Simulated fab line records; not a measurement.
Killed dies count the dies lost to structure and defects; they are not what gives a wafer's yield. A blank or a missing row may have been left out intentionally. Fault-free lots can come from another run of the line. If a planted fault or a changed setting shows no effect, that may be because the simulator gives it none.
Comparing a struck lot with a sound one || flow sky130 || 15 steps out of a route of 708
Sound: wafers L849.1, L849.2, L849.5. Wafers L865.3, L865.4, L865.6 were the ones struck. The cause is given at the end.
Order at every step that has rows: each side's tool, ch and its chambers, its first start. Under that, the readings that differ: sound wafers || struck wafers || difference of the means || sigmas: that difference in standard deviations of wafers without a fault.
alike: a reading whose means differ by less than 2 such deviations, as well as words and numbers matching on both sides. not compared: withheld readings; readings where some wafer has no value; bounds like >300 that might hide an equal value; numbers whose values overlap and for which the record gives no deviation.
Wherever a step has rows on one side only, a row that says differs or no value, or a row with sigmas, the two part there. Non-overlapping numbers with no deviation appear without sigmas and do not part them. Lack of a reading on every wafer of one side parts them only where that side has two or more wafers.

first, 5 steps without rows for these wafers: SKY_VT_ADJUST_PCH_COAT_02 (resist thk 3000 nm); SKY_VT_ADJUST_PCH_SOFTBAKE_03; SKY_VT_ADJUST_PCH_EXPOSE_04 (exposes mask NWM, target cd 840 nm); SKY_VT_ADJUST_PCH_PEB_05; SKY_VT_ADJUST_PCH_DEVELOP_06 (develop time 60 s).
SKY_VT_ADJUST_PCH_OVL_MEAS_07:
  sound on overlay-01 at day 10 16:06; struck on overlay-02 at day 15 04:40
{"reading": "VT_ADJUST_PCH_OVL (nm)", "sound": "-2.5 -4.8 -3.9", "struck": "-1.0 -0.3 -0.8", "difference": "+3.0", "sigmas": "+2"}
after that, 1 step had no rows for these wafers: SKY_VT_ADJUST_PCH_IMPLANT_08.
SKY_VT_ADJUST_PCH_STRIP_09: strips in O2/N2.
  sound on plasma-asher-03 ch 0,1, day 10 16:17; struck on plasma-asher-03 ch 0,1, day 15 04:52
  alike: drypump-motor-current-A, oes-product-au, strip-time-to-endpoint-s
  not compared: rf-hours-counter-h
SKY_VT_ADJUST_PCH_TW_MEAS_10:
  sound on film-metro-01 at day 10 16:24; struck on film-metro-04 at day 15 04:57
  alike: VT_ADJUST_PCH_TW
then, 3 steps without rows for these wafers: SKY_SONOS_TUNNEL_DEHYDRATE_00 (time 60 s); SKY_SONOS_TUNNEL_HMDS_01 (prime time 60 s); SKY_SONOS_TUNNEL_COAT_02 (resist thk 1140 nm).
SKY_SONOS_TUNNEL_SOFTBAKE_03: time 60 s.
  sound on litho-track-02 ch 0, day 11 03:24; struck on litho-track-02 ch 0, day 15 18:33
{"reading": "run-length-s (s)", "sound": "89.20 89.54 89.22", "struck": "104.33 104.54 104.39", "difference": "+15.10", "sigmas": "+56"}
then, 2 steps without rows for these wafers: SKY_SONOS_TUNNEL_EXPOSE_04 (exposes mask TUNM, target cd 410 nm); SKY_PAD_OPEN_PROBE_99.

WHERE THEY PART
Earliest at SKY_VT_ADJUST_PCH_OVL_MEAS_07; latest, in this record, at SKY_SONOS_TUNNEL_SOFTBAKE_03.

WHY: the cause the simulator had injected
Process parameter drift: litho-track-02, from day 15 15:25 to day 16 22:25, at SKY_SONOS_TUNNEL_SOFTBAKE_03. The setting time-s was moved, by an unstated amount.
